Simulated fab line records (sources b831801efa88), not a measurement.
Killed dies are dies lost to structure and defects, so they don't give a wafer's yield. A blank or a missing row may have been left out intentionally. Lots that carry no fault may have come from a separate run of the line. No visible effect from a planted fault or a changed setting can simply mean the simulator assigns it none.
fab line records	flow sfq-line
record lots=5	wafers=23
route steps=325 shown C5@244 M6@255 I6@267 M7@285 I7@300 M8@320
start-h: start of the lot's first displayed wafer, in hours after the record's first day	wait-h: hours elapsed since this lot's preceding step	" unchanged from the row above	L1.1+2: a single row standing in for several wafers	- either no value or no given start	* or withheld: withheld	< > ~ a bound
route shown NAME@n: a module of which the file shows steps, and the number in the route of the first	usual: mean/standard deviation taken from wafers without a fault	same: alike in all rows	chamber/n: place in a boat	sites: per-site readings	_std_site: their standard deviation	_edge_site: the outer-site mean with the inner-site mean subtracted	radius-mm: for every site, how far away it sits from the centre of the wafer	mask NAME#n: copy n	behind: the most recent tool/chamber to have shaped the wafer	hold: the reason the lot was held/the length of the hold in hours/how it ended	device: the n, p or np transistor that did not switch	end of line: the same wafers' tests at the end of the route	step lacking rows: just its recipe	killed: dies that structure and defects cost at the first sort, which is not the same as the wafer's yield	map: a wafer's dies, x killed, . not, _ none there
set.NAME: the setting that was run; set.NAME@STEP: the one run at that earlier step	model.NAME: the simulator's own value behind a step, which no gauge read
lots run with intentionally changed settings; tables by step, rows by wafer
## steps
# step SFQ_TRILAYER_C5_LITHO_PEB_154
# recipe peb-temp-c=115	peb-time-s=60	resist=KrF
lot.wafer	tool	chamber	start-h	wait-h	set.peb-time-s
L074.2+5	litho-track-03	0	1536.50	0.8	60
L074.3+4+6	"	0	"	"	67.53
L075.1+3	litho-track-04	0	1538.87	1.0	60
L075.4+5+6	"	0	"	"	56.31
L078.1+2+6	litho-track-04	0	1584.47	1.0	60
L080.1+5	litho-track-04	0	1609.62	1.0	51.04
L080.2+4+6	"	0	"	"	60
L084.1+5	litho-track-04	0	1768.26	1.0	60
L084.3+4+6	"	0	"	"	64.35
# step SFQ_TRILAYER_C5_LITHO_DEVELOP_153
# recipe time-s=60	resist=KrF
# step SFQ_TRILAYER_C5_BARC_OPEN_VIA_ETCH_210
# recipe mask-material=PR	chemistry=O2	target-depth-nm=125	target=BARC	source-w=500	bias-w=80	pressure-mtorr=30	time-s=41.7
lot.wafer	tool	chamber	start-h	wait-h	set.peb-time-s@TRILAYER_C5_LITHO_PEB_154	model.C5.cd-nm
L074.2	rie-diel-02	1	1536.81	0.0	60	497.4
L074.3	"	3	"	"	67.53	515.7
L074.4	"	2	"	"	67.53	514.6
L074.5	"	1	"	"	60	498.9
L074.6	"	0	"	"	67.53	514.9
L075.1	rie-diel-02	0	1539.21	0.0	60	499.1
L075.3	"	2	"	"	60	500.4
L075.4	"	0	"	"	56.31	490.8
L075.5	"	2	"	"	56.31	490
L075.6	"	1	"	"	56.31	489.9
L078.1	rie-diel-01	0	1584.81	0.0	60	503.4
L078.2	"	1	"	"	60	502.1
L078.6	"	2	"	"	60	503.9
L080.1	rie-diel-01	1	1609.96	0.0	51.04	475.3
L080.2	"	0	"	"	60	501
L080.4	"	3	"	"	60	499.7
L080.5	"	3	"	"	51.04	474.7
L080.6	"	2	"	"	60	500.5
L084.1	rie-diel-04	3	1768.60	0.0	60	499.6
L084.3	"	1	"	"	64.35	508.5
L084.4	"	2	"	"	64.35	509.2
L084.5	"	0	"	"	60	501.6
L084.6	"	1	"	"	64.35	509.4
# step SFQ_TRILAYER_M6_LITHO_COAT_164
# recipe resist=BARC	spin-rpm=3000	resist-thk-nm=62
lot.wafer	tool	chamber	start-h	wait-h	set.resist-thk-nm	model.BARC_of_TRILAYER_M6_LITHO_COAT_164.thk-nm
L074.2	litho-track-02	0	1538.04	0.1	62	61.71
L074.3	"	0	"	"	65.51	65.37
L074.4	"	0	"	"	62	61.85
L074.5	"	0	"	"	65.51	65.35
L074.6	"	0	"	"	62	61.87
L075.1	litho-track-02	0	1540.39	0.1	62	62.04
L075.3	"	0	"	"	62	61.98
L075.4	"	0	"	"	60.47	60.45
L075.5	"	0	"	"	60.47	60.49
L075.6	"	0	"	"	62	61.93
L078.1	litho-track-01	0	1585.97	0.1	62	62.15
L078.2	"	0	"	"	62	62.37
L078.6	"	0	"	"	62	62.1
L080.1	litho-track-02	0	1611.12	0.1	58.85	58.72
L080.2	"	0	"	"	58.85	58.68
L080.4	"	0	"	"	62	61.94
L080.5	"	0	"	"	62	61.85
L080.6	"	0	"	"	62	61.8
L084.1	litho-track-02	0	1769.76	0.1	62	62.08
L084.3	"	0	"	"	65.31	65.33
L084.4	"	0	"	"	62	62.15
L084.5	"	0	"	"	65.31	65.25
L084.6	"	0	"	"	65.31	65.48
# step SFQ_TRILAYER_M6_LITHO_COAT_159
# recipe resist=KrF	spin-rpm=3000	resist-thk-nm=600
# step SFQ_TRILAYER_M6_LITHO_SOFTBAKE_163
# recipe temp-c=withheld	time-s=withheld	resist=KrF
# step SFQ_TRILAYER_M6_LITHO_DEVELOP_161
# recipe time-s=60	resist=KrF
# step SFQ_TRILAYER_M6_BARC_OPEN_METAL_ETCH_206
# recipe mask-material=PR	chemistry=O2	target-depth-nm=125	target=BARC	icp-w=600	bias-w=80	pressure-mtorr=10	time-s=41.7
# usual oes-product-au=0.685/0.0043
lot.wafer	tool	chamber	start-h	wait-h	set.resist-thk-nm@TRILAYER_M6_LITHO_COAT_164	oes-product-au
L074.2	rie-metal-04	1	1554.81	0.0	62	0.687
L074.3	"	0	"	"	65.51	0.699
L074.4	"	1	"	"	62	0.684
L074.5	"	0	"	"	65.51	0.708
L074.6	"	1	"	"	62	0.683
L075.1	rie-metal-02	0	1556.01	0.0	62	0.675
L075.3	"	0	"	"	62	0.689
L075.4	"	1	"	"	60.47	0.675
L075.5	"	1	"	"	60.47	0.677
L075.6	"	0	"	"	62	0.683
L078.1	rie-metal-04	0	1611.16	0.0	62	0.678
L078.2	"	0	"	"	62	0.681
L078.6	"	0	"	"	62	0.687
L080.1	rie-metal-02	0	1632.76	0.0	58.85	0.665
L080.2	"	0	"	"	58.85	0.665
L080.4	"	0	"	"	62	0.682
L080.5	"	0	"	"	62	0.686
L080.6	"	0	"	"	62	0.690
L084.1	rie-metal-02	1	1772.24	0.0	62	0.691
L084.3	"	1	"	"	65.31	0.701
L084.4	"	0	"	"	62	0.679
L084.5	"	1	"	"	65.31	0.703
L084.6	"	0	"	"	65.31	0.709
# step SFQ_TRILAYER_I6_CMP_CMP_166
# recipe material=SiO2	down-force-psi=3	platen-rpm=60	pad-velocity-m-s=0.94248
lot.wafer	tool	chamber	start-h	wait-h	set.leave-above-ref-nm	model.SiO2_of_TRILAYER_I6_DEP_PECVD_165.thk-nm
L074.2	cmp-02	2	1555.89	0.1	195.4	196.3
L074.3	"	0	1556.89	1.0	200	201.6
L074.4	"	1	"	"	195.4	196.8
L074.5	"	2	"	"	195.4	196.4
L074.6	"	3	"	"	200	201.4
L075.4	cmp-01	0	1557.83	0.8	200	198.7
L075.1	"	1	"	"	206.2	206.2
L075.3	"	3	1559.33	2.3	200	200
L075.5	"	0	"	"	206.2	205.7
L075.6	"	1	"	"	206.2	206
L078.2	cmp-01	0	1637.25	24.3	200	198.9
L078.1	"	2	1638.25	25.3	200	198.7
L078.6	"	1	1639.75	26.8	200	199.6
L080.4	cmp-01	3	1661.25	26.7	213.7	213.3
L080.1	"	0	"	"	200	199.2
L080.2	"	2	1662.75	28.2	213.7	213
L080.5	"	3	"	"	200	199.3
L080.6	"	0	"	"	200	199.1
L084.1	cmp-01	0	1777.91	4.7	212.2	213.1
L084.3	"	1	"	"	200	199.6
L084.4	"	3	1779.41	6.1	200	198.9
L084.6	"	0	"	"	212.2	210.8
L084.5	"	1	"	"	200	199.7
# step SFQ_TRILAYER_I6_METRO_MEASURE_167
# usual thk-nm=199.9/0.96
lot.wafer	tool	chamber	start-h	wait-h	set.leave-above-ref-nm@TRILAYER_I6_CMP_CMP_166	thk-nm
L074.2	film-metro-01	-	1559.21	0.3	195.4	196.3
L074.3	"	-	"	"	200	201.8
L074.4	"	-	"	"	195.4	196.7
L074.5	"	-	"	"	195.4	196.6
L074.6	"	-	"	"	200	201.3
L075.1	film-metro-04	-	1560.95	0.1	206.2	206.0
L075.3	"	-	"	"	200	200.1
L075.4	"	-	"	"	200	198.6
L075.5	"	-	"	"	206.2	205.6
L075.6	"	-	"	"	206.2	206.0
L078.1	film-metro-03	-	1640.37	0.1	200	198.7
L078.2	"	-	"	"	200	198.9
L078.6	"	-	"	"	200	199.6
L080.1	film-metro-04	-	1664.37	0.1	200	199.3
L080.2	"	-	"	"	213.7	213.1
L080.4	"	-	"	"	213.7	213.3
L080.5	"	-	"	"	200	199.3
L080.6	"	-	"	"	200	199.0
L084.1	film-metro-04	-	1781.03	0.1	212.2	213.1
L084.3	"	-	"	"	200	199.4
L084.4	"	-	"	"	200	199.0
L084.5	"	-	"	"	200	199.8
L084.6	"	-	"	"	212.2	210.8
# step SFQ_TRILAYER_I6_VIA_LITHO_EXPOSE_170
# recipe mask-id=I6	na=0.6	source-shape=conventional	sigma-outer=0.65	target-cd-nm=700	dose-mj=21.3
lot.wafer	tool	chamber	start-h	wait-h	mask	set.dose-mj
L074.2+3+5	krf-scanner-02	0	1577.47	-	I6#0	21.3
L074.4+6	"	0	"	"	I6#0	22.78
L075.1+3+4+5+6	krf-scanner-02	0	1582.07	-	I6#0	21.3
L078.1+2+6	krf-scanner-02	0	1646.82	-	I6#0	21.3
L080.1+2+4	krf-scanner-02	0	1666.32	-	I6#0	22.56
L080.5+6	"	0	"	"	I6#0	21.3
L084.1+5+6	krf-scanner-02	0	1865.72	-	I6#0	21.3
L084.3+4	"	0	"	"	I6#0	22.22
# step SFQ_TRILAYER_I6_VIA_LITHO_PEB_172
# recipe peb-temp-c=115	peb-time-s=60	resist=KrF
# step SFQ_TRILAYER_I6_VIA_LITHO_DEVELOP_171
# recipe time-s=60	resist=KrF
# step SFQ_TRILAYER_I6_VIA_BARC_OPEN_VIA_ETCH_235
# recipe mask-material=PR	chemistry=O2	target-depth-nm=125	target=BARC	source-w=500	bias-w=80	pressure-mtorr=30	time-s=41.7
lot.wafer	tool	chamber	start-h	wait-h	set.dose-mj@TRILAYER_I6_VIA_LITHO_EXPOSE_170	model.I6.cd-nm
L074.2	rie-diel-04	2	1578.81	0.0	21.3	699
L074.3	"	3	"	"	21.3	698.5
L074.4	"	0	"	"	22.78	709.5
L074.5	"	2	"	"	21.3	700.5
L074.6	"	3	"	"	22.78	709.8
L075.1	rie-diel-04	3	1583.61	0.0	21.3	699.6
L075.3	"	0	"	"	21.3	700.3
L075.4	"	2	"	"	21.3	701.6
L075.5	"	0	"	"	21.3	699.4
L075.6	"	1	"	"	21.3	701.8
L078.1	rie-diel-03	3	1648.36	0.0	21.3	700.3
L078.2	"	1	"	"	21.3	700
L078.6	"	3	"	"	21.3	699.2
L080.1	rie-diel-04	3	1667.86	0.0	22.56	708.8
L080.2	"	2	"	"	22.56	710
L080.4	"	0	"	"	22.56	709.3
L080.5	"	1	"	"	21.3	701.4
L080.6	"	0	"	"	21.3	700.8
L084.1	rie-diel-01	0	1867.25	0.0	21.3	700.7
L084.3	"	2	"	"	22.22	705.8
L084.4	"	0	"	"	22.22	707.8
L084.5	"	2	"	"	21.3	698.3
L084.6	"	3	"	"	21.3	701.7
# step SFQ_TRILAYER_I6_VIA_ETCH_VIA_ETCH_172
# recipe target=SiO2	stop-on=Nb	mask-material=PR	taper-deg=20	chemistry=CHF3	target-depth-nm=260	source-w=500	bias-w=77.88	pressure-mtorr=30	time-s=withheld
# usual oes-product-au=0.854/0.0049
lot.wafer	tool	chamber	start-h	wait-h	set.leave-above-ref-nm@TRILAYER_I6_CMP_CMP_166	set.dose-mj@TRILAYER_I6_VIA_LITHO_EXPOSE_170	oes-product-au	model.I6.cd-nm	model.I6.feature-depth-nm	model.etch.depth-nm
L074.2	rie-diel-04	2	1578.85	0.0	195.4	21.3	0.849	699.5	196.3	-
L074.3	"	3	"	"	200	21.3	0.849	699.2	201.6	-
L074.4	"	0	"	"	195.4	22.78	0.847	709.9	196.8	196.8
L074.5	"	2	"	"	195.4	21.3	0.850	701.4	196.4	-
L074.6	"	3	"	"	200	22.78	0.859	710.8	201.4	201.4
L075.1	rie-diel-04	3	1583.65	0.0	206.2	21.3	0.870	700.9	206.2	-
L075.3	"	0	"	"	200	21.3	0.861	699.9	200	-
L075.4	"	2	"	"	200	21.3	0.853	700.4	198.7	198.7
L075.5	"	0	"	"	206.2	21.3	0.872	699.3	205.7	-
L075.6	"	1	"	"	206.2	21.3	0.872	700	206	-
L078.1	rie-diel-03	3	1648.40	0.0	200	21.3	0.851	700.1	198.7	198.7
L078.2	"	1	"	"	200	21.3	0.847	699.3	198.9	198.9
L078.6	"	3	"	"	200	21.3	0.861	699.4	199.6	199.6
L080.1	rie-diel-04	3	1667.90	0.0	200	22.56	0.852	708.3	199.2	-
L080.2	"	2	"	"	213.7	22.56	0.880	708.7	213	-
L080.4	"	0	"	"	213.7	22.56	0.881	709.3	213.3	-
L080.5	"	1	"	"	200	21.3	0.851	701.1	199.3	199.3
L080.6	"	0	"	"	200	21.3	0.856	701.2	199.1	-
L084.1	rie-diel-01	0	1867.29	0.0	212.2	21.3	0.880	700.5	213.1	213.1
L084.3	"	2	"	"	200	22.22	0.853	707.3	199.6	199.6
L084.4	"	0	"	"	200	22.22	0.851	706.6	198.9	198.9
L084.5	"	2	"	"	200	21.3	0.851	699.8	199.7	199.7
L084.6	"	3	"	"	212.2	21.3	0.885	701	210.8	210.8
# step SFQ_TRILAYER_M7_LITHO_COAT_182
# recipe resist=BARC	spin-rpm=3000	resist-thk-nm=62
lot.wafer	tool	chamber	start-h	wait-h	set.resist-thk-nm	model.BARC_of_TRILAYER_M7_LITHO_COAT_182.thk-nm
L074.2	litho-track-01	0	1580.09	0.1	62	62.1
L074.3	"	0	"	"	58.57	58.54
L074.4	"	0	"	"	58.57	58.56
L074.5	"	0	"	"	58.57	58.34
L074.6	"	0	"	"	62	61.87
L075.1	litho-track-02	0	1584.84	0.1	62	62.07
L075.3	"	0	"	"	62	61.95
L075.4	"	0	"	"	62	61.94
L075.5	"	0	"	"	62	61.87
L075.6	"	0	"	"	62	62.01
L078.1	litho-track-01	0	1649.60	0.1	62	62.27
L078.2	"	0	"	"	62	62.16
L078.6	"	0	"	"	62	62.17
L080.1	litho-track-02	0	1669.08	0.1	62	61.94
L080.2	"	0	"	"	63.16	63.04
L080.4	"	0	"	"	62	61.87
L080.5	"	0	"	"	62	61.93
L080.6	"	0	"	"	63.16	63.05
L084.1+3	litho-track-02	0	1868.51	0.1	63.35	63.61
L084.4	"	0	"	"	62	62.19
L084.5	"	0	"	"	62	62.3
L084.6	"	0	"	"	62	62.22
# step SFQ_TRILAYER_M7_LITHO_COAT_177
# recipe resist=KrF	spin-rpm=3000	resist-thk-nm=600
# step SFQ_TRILAYER_M7_LITHO_SOFTBAKE_181
# recipe temp-c=withheld	time-s=withheld	resist=KrF
# step SFQ_TRILAYER_M7_LITHO_DEVELOP_179
# recipe time-s=60	resist=KrF
# step SFQ_TRILAYER_M7_BARC_OPEN_METAL_ETCH_229
# recipe mask-material=PR	chemistry=O2	target-depth-nm=125	target=BARC	icp-w=600	bias-w=80	pressure-mtorr=10	time-s=41.7
lot.wafer	tool	chamber	start-h	wait-h	set.resist-thk-nm@TRILAYER_M7_LITHO_COAT_182	model.etch.depth-nm
L074.2	rie-metal-04	0	1603.66	0.0	62	-
L074.3+5	"	1,0	"	"	58.57	-
L074.4	"	0	"	"	58.57	58.56
L074.6	"	1	"	"	62	61.87
L075.1+3+5+6	rie-metal-02	1,1,0,1	1608.76	0.0	62	-
L075.4	"	0	"	"	62	61.94
L078.1	rie-metal-01	0	1655.36	0.0	62	62.27
L078.2	"	1	"	"	62	62.16
L078.6	"	0	"	"	62	62.17
L080.1+4	rie-metal-01	1	1672.21	0.0	62	-
L080.2+6	"	0,1	"	"	63.16	-
L080.5	"	0	"	"	62	61.93
L084.1+3	rie-metal-04	1	1873.67	0.0	63.35	63.61
L084.4	"	0	"	"	62	62.19
L084.5	"	0	"	"	62	62.3
L084.6	"	1	"	"	62	62.22
# step SFQ_TRILAYER_I7_VIA_LITHO_COAT_192
# recipe resist=BARC	spin-rpm=3000	resist-thk-nm=62
lot.wafer	tool	chamber	start-h	wait-h	set.spin-rpm	model.BARC_of_TRILAYER_I7_VIA_LITHO_COAT_192.thk-nm
L074.2	litho-track-02	0	1622.34	0.8	3000	61.87
L074.3	"	0	"	"	3119	60.63
L074.4	"	0	"	"	3000	62.08
L074.5	"	0	"	"	3119	60.73
L074.6	"	0	"	"	3119	60.8
L075.1	litho-track-04	0	1636.09	1.0	3119	60.65
L075.3	"	0	"	"	3000	62.24
L075.4	"	0	"	"	3119	60.69
L075.5	"	0	"	"	3000	61.9
L075.6	"	0	"	"	3119	60.86
L078.1	litho-track-02	0	1689.57	1.0	3000	62.03
L078.2	"	0	"	"	3000	61.95
L078.6	"	0	"	"	3000	62.04
L080.1	litho-track-02	0	1716.57	1.0	3000	61.83
L080.2	"	0	"	"	3000	61.85
L080.4	"	0	"	"	3000	61.93
L080.5	"	0	"	"	3000	61.99
L080.6	"	0	"	"	3000	61.8
L084.1	litho-track-03	0	1879.11	1.0	3000	62.01
L084.3	"	0	"	"	3000	61.99
L084.4	"	0	"	"	3000	61.96
L084.5	"	0	"	"	3000	62.04
L084.6	"	0	"	"	3000	61.7
# step SFQ_TRILAYER_I7_VIA_LITHO_PEB_190
# recipe peb-temp-c=115	peb-time-s=60	resist=KrF
lot.wafer	tool	chamber	start-h	wait-h	set.peb-temp-c
L074.2+5+6	litho-track-03	0	1639.65	0.8	115
L074.3+4	"	0	"	"	113.7
L075.1+4	litho-track-03	0	1645.62	1.0	115
L075.3+5+6	"	0	"	"	113.3
L078.1+2+6	litho-track-02	0	1693.86	1.0	115
L080.1+4	litho-track-04	0	1719.19	1.0	115
L080.2+5+6	"	0	"	"	117.3
L084.1+3+5	litho-track-02	0	1884.23	1.0	116.9
L084.4+6	"	0	"	"	115
# step SFQ_TRILAYER_I7_VIA_BARC_OPEN_VIA_ETCH_260
# recipe mask-material=PR	chemistry=O2	target-depth-nm=125	target=BARC	source-w=500	bias-w=80	pressure-mtorr=30	time-s=41.7
lot.wafer	tool	chamber	start-h	wait-h	set.source-w	set.peb-temp-c@TRILAYER_I7_VIA_LITHO_PEB_190	model.I7.cd-nm	model.KrF_of_TRILAYER_I7_VIA_LITHO_COAT_187.thk-nm
L074.2	rie-diel-03	3	1639.96	0.0	500	115	996.1	577.7
L074.3	"	1	"	"	500	113.7	970.9	579.2
L074.4	"	2	"	"	554.8	113.7	970.7	573.4
L074.5	"	0	"	"	554.8	115	996	573.3
L074.6	"	3	"	"	554.8	115	995.1	574.3
L075.1	rie-diel-04	1	1645.96	0.0	500	115	996.4	577.3
L075.3	"	2	"	"	500	113.3	965	576.4
L075.4	"	3	"	"	500	115	998.7	577
L075.5	"	1	"	"	500	113.3	965.3	577.2
L075.6	"	2	"	"	500	113.3	964.8	574.9
L078.1	rie-diel-04	1	1694.20	0.0	500	115	999.9	574
L078.2	"	2	"	"	500	115	1001	574.7
L078.6	"	1	"	"	500	115	1000	574.5
L080.1	rie-diel-04	2	1719.52	0.0	500	115	997	576.8
L080.2	"	0	"	"	500	117.3	1037	577.2
L080.4	"	3	"	"	500	115	998.4	576
L080.5	"	1	"	"	500	117.3	1037	577
L080.6	"	0	"	"	500	117.3	-	576.1
L084.1	rie-diel-02	0	1884.57	0.0	538.6	116.9	1036	570.7
L084.3	"	2	"	"	538.6	116.9	1033	572.2
L084.4	"	1	"	"	500	115	1001	572.9
L084.5	"	3	"	"	500	116.9	1034	575
L084.6	"	0	"	"	538.6	115	1002	569.7
# step SFQ_TRILAYER_M8_DEP_EVAP_198
# recipe material=Pt	angular-spread-deg=1	target-thk-nm=50	time-s=250	power-w=2000
lot.wafer	tool	chamber	start-h	wait-h	set.time-s	model.Pt_of_TRILAYER_M8_DEP_EVAP_198.thk-nm
L074.2	pvd-sputter-02	-	1649.62	0.0	250	49.96
L074.3	"	-	"	"	250	49.14
L074.4	"	-	"	"	266.9	52.75
L074.5	"	-	"	"	250	49.04
L074.6	"	-	"	"	266.9	53.04
L075.1	pvd-sputter-01	-	1653.22	0.0	218.5	43.84
L075.3	"	-	"	"	218.5	43.71
L075.4	"	-	"	"	250	50.08
L075.5	"	-	"	"	250	50.15
L075.6	"	-	"	"	218.5	43.73
L078.1	pvd-sputter-02	-	1754.27	0.0	250	50.04
L078.2	"	-	"	"	250	50.65
L078.6	"	-	"	"	250	50.59
L080.1	pvd-sputter-02	-	1802.18	0.0	250	50.71
L080.2	"	-	"	"	250	51.24
L080.4	"	-	"	"	250	50.4
L080.5	"	-	"	"	250	51.06
L080.6	"	-	"	"	250	50.47
L084.1	pvd-sputter-02	-	1966.23	0.0	278.9	56.28
L084.3	"	-	"	"	250	51.08
L084.4	"	-	"	"	250	50.32
L084.5	"	-	"	"	250	50.22
L084.6	"	-	"	"	278.9	56.37
## key
split step=SFQ_TRILAYER_C5_LITHO_PEB_154	setting=peb-time-s	stated=60	by=wafer
response step=SFQ_TRILAYER_C5_BARC_OPEN_VIA_ETCH_210	reading=model.C5.cd-nm	change=+1.51	per=1%	r=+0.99
split step=SFQ_TRILAYER_M6_LITHO_COAT_164	setting=resist-thk-nm	stated=62	by=wafer
response step=SFQ_TRILAYER_M6_LITHO_COAT_164	reading=model.BARC_of_TRILAYER_M6_LITHO_COAT_164.thk-nm	change=+0.619	per=1%	r=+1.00
response step=SFQ_TRILAYER_M6_BARC_OPEN_METAL_ETCH_206	reading=oes-product-au	change=+0.00362	per=1%	r=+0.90
split step=SFQ_TRILAYER_I6_CMP_CMP_166	setting=leave-above-ref-nm	stated=200	by=wafer
response step=SFQ_TRILAYER_I6_CMP_CMP_166	reading=model.SiO2_of_TRILAYER_I6_DEP_PECVD_165.thk-nm	change=+2.06	per=1%	r=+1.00
response step=SFQ_TRILAYER_I6_METRO_MEASURE_167	reading=thk-nm	change=+2.06	per=1%	r=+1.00
response step=SFQ_TRILAYER_I6_VIA_ETCH_VIA_ETCH_172	reading=oes-product-au	change=+0.00434	per=1%	r=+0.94
response step=SFQ_TRILAYER_I6_VIA_ETCH_VIA_ETCH_172	reading=model.I6.feature-depth-nm	change=+2.06	per=1%	r=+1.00
response step=SFQ_TRILAYER_I6_VIA_ETCH_VIA_ETCH_172	reading=model.etch.depth-nm	change=+2.06	per=1%	r=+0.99
split step=SFQ_TRILAYER_I6_VIA_LITHO_EXPOSE_170	setting=dose-mj	stated=21.3	by=wafer
response step=SFQ_TRILAYER_I6_VIA_BARC_OPEN_VIA_ETCH_235	reading=model.I6.cd-nm	change=+1.46	per=1%	r=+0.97
response step=SFQ_TRILAYER_I6_VIA_ETCH_VIA_ETCH_172	reading=model.I6.cd-nm	change=+1.42	per=1%	r=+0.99
split step=SFQ_TRILAYER_M7_LITHO_COAT_182	setting=resist-thk-nm	stated=62	by=wafer
response step=SFQ_TRILAYER_M7_LITHO_COAT_182	reading=model.BARC_of_TRILAYER_M7_LITHO_COAT_182.thk-nm	change=+0.631	per=1%	r=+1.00
response step=SFQ_TRILAYER_M7_BARC_OPEN_METAL_ETCH_229	reading=model.etch.depth-nm	change=+0.607	per=1%	r=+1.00
split step=SFQ_TRILAYER_I7_VIA_LITHO_COAT_192	setting=spin-rpm	stated=3000	by=wafer
response step=SFQ_TRILAYER_I7_VIA_LITHO_COAT_192	reading=model.BARC_of_TRILAYER_I7_VIA_LITHO_COAT_192.thk-nm	change=-0.326	per=1%	r=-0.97
split step=SFQ_TRILAYER_I7_VIA_LITHO_PEB_190	setting=peb-temp-c	stated=115	by=wafer
response step=SFQ_TRILAYER_I7_VIA_BARC_OPEN_VIA_ETCH_260	reading=model.I7.cd-nm	change=+20.5	per=1%	r=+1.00
split step=SFQ_TRILAYER_I7_VIA_BARC_OPEN_VIA_ETCH_260	setting=source-w	stated=500	by=wafer
response step=SFQ_TRILAYER_I7_VIA_BARC_OPEN_VIA_ETCH_260	reading=model.KrF_of_TRILAYER_I7_VIA_LITHO_COAT_187.thk-nm	change=-0.425	per=1%	r=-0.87
split step=SFQ_TRILAYER_M8_DEP_EVAP_198	setting=time-s	stated=250	by=wafer
response step=SFQ_TRILAYER_M8_DEP_EVAP_198	reading=model.Pt_of_TRILAYER_M8_DEP_EVAP_198.thk-nm	change=+0.505	per=1%	r=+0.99
